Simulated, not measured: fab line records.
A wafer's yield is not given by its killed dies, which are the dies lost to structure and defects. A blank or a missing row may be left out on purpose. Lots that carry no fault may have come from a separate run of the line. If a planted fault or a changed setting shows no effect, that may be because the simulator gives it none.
Split-lot experiment + flow sfq line + route with 325 steps; 5 lots, 23 wafers read

THE SPLIT
At SFQ_TRILAYER_M4_BARC_OPEN_METAL_ETCH_123 (etches BARC in O2, target depth 125 nm, time 41.7 s), the setting icp w was moved away from the recipe's 600 W on 10 of the 23 wafers read, by -11.2% to +10.5%. This setting was run at the recipe's value on the other wafers.

The reading is taken at the split's own step.

THE READING
KrF_of_TRILAYER_M4_LITHO_COAT_093.thk nm (the simulator's own value, which no gauge read), in nm, at SFQ_TRILAYER_M4_BARC_OPEN_METAL_ETCH_123 (etches BARC in O2, target depth 125 nm, time 41.7 s). The file gives no usual value for it. Here, 13 wafers ran the recipe; their average is 523.3 nm with a standard deviation of 1.6 nm.

| wafer  | tool, chamber at the split | icp w as run, W | against the recipe | KrF_of_TRILAYER_M4_LITHO_COAT_093.thk nm, nm | against lot-mates on the recipe |
|--------|----------------------------|-----------------|--------------------|----------------------------------------------|---------------------------------|
| L074.2 | rie metal-01, 0            | 576.2           | -4.0%              | 525.9                                        | +1.2                            |
| L074.3 | rie metal-01, 1            | 600             | recipe             | 523.6                                        | -                               |
| L074.4 | rie metal-01, 0            | 576.2           | -4.0%              | 526.8                                        | +2.1                            |
| L074.5 | rie metal-01, 1            | 576.2           | -4.0%              | 526                                          | +1.3                            |
| L074.6 | rie metal-01, 0            | 600             | recipe             | 525.7                                        | -                               |
| L076.1 | rie metal-04, 1            | 533             | -11.2%             | 529.4                                        | +3.4                            |
| L076.2 | rie metal-04, 0            | 533             | -11.2%             | 531.3                                        | +5.3                            |
| L076.3 | rie metal-04, 0            | 600             | recipe             | 526.9                                        | -                               |
| L076.4 | rie metal-04, 1            | 533             | -11.2%             | 530                                          | +4.0                            |
| L076.6 | rie metal-04, 1            | 600             | recipe             | 525                                          | -                               |
| L077.2 | rie metal-02, 0            | 662.7           | +10.5%             | 518.5                                        | -4.3                            |
| L077.3 | rie metal-02, 1            | 600             | recipe             | 522.8                                        | -                               |
| L077.4 | rie metal-02, 0            | 600             | recipe             | 522.2                                        | -                               |
| L077.5 | rie metal-02, 1            | 600             | recipe             | 523.3                                        | -                               |
| L077.6 | rie metal-02, 0            | 662.7           | +10.5%             | 517.1                                        | -5.7                            |
| L079.1 | rie metal-02, 0            | 600             | recipe             | 520.9                                        | -                               |
| L079.3 | rie metal-02, 1            | 541             | -9.8%              | 526.2                                        | +4.5                            |
| L079.4 | rie metal-02, 0            | 600             | recipe             | 522.7                                        | -                               |
| L079.5 | rie metal-02, 0            | 541             | -9.8%              | 525.9                                        | +4.2                            |
| L079.6 | rie metal-02, 1            | 600             | recipe             | 521.5                                        | -                               |
| L083.1 | rie metal-02, 1            | 600             | recipe             | 523.5                                        | -                               |
| L083.6 | rie metal-02, 1            | 600             | recipe             | 523.5                                        | -                               |
| L083.2 | rie metal-02, 0            | 600             | recipe             | 521.9                                        | -                               |

THE FIT
A straight line over all 23 wafers: KrF_of_TRILAYER_M4_LITHO_COAT_093.thk nm changes by -0.52 nm for each +1% of icp w; r = -0.89; the points scatter about the line by 1.6 nm.
The same after taking each lot's own level away (the mean of its wafers on the recipe; 23 wafers): -0.428 nm for each +1%; r = -0.96; scatter 0.77 nm.
Per that fit: largest icp w move, reading shift of 4.8 nm.
Across the lots, their own levels run from 521.70 to 525.95 nm, a range of 2.6 times the standard deviation given above.
Thus the slope moves with the lot-to-lot level: the two fits are different.
Check: for one of the wafers moved furthest among these (-11.2%), held out of the fit, the line's prediction against its lot-mates is +4.9 nm. It came out at +3.45 nm against them.

FILE'S OWN FIT
KrF_of_TRILAYER_M4_LITHO_COAT_093.thk nm changes by -0.43 nm for each +1% of icp w, r = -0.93.
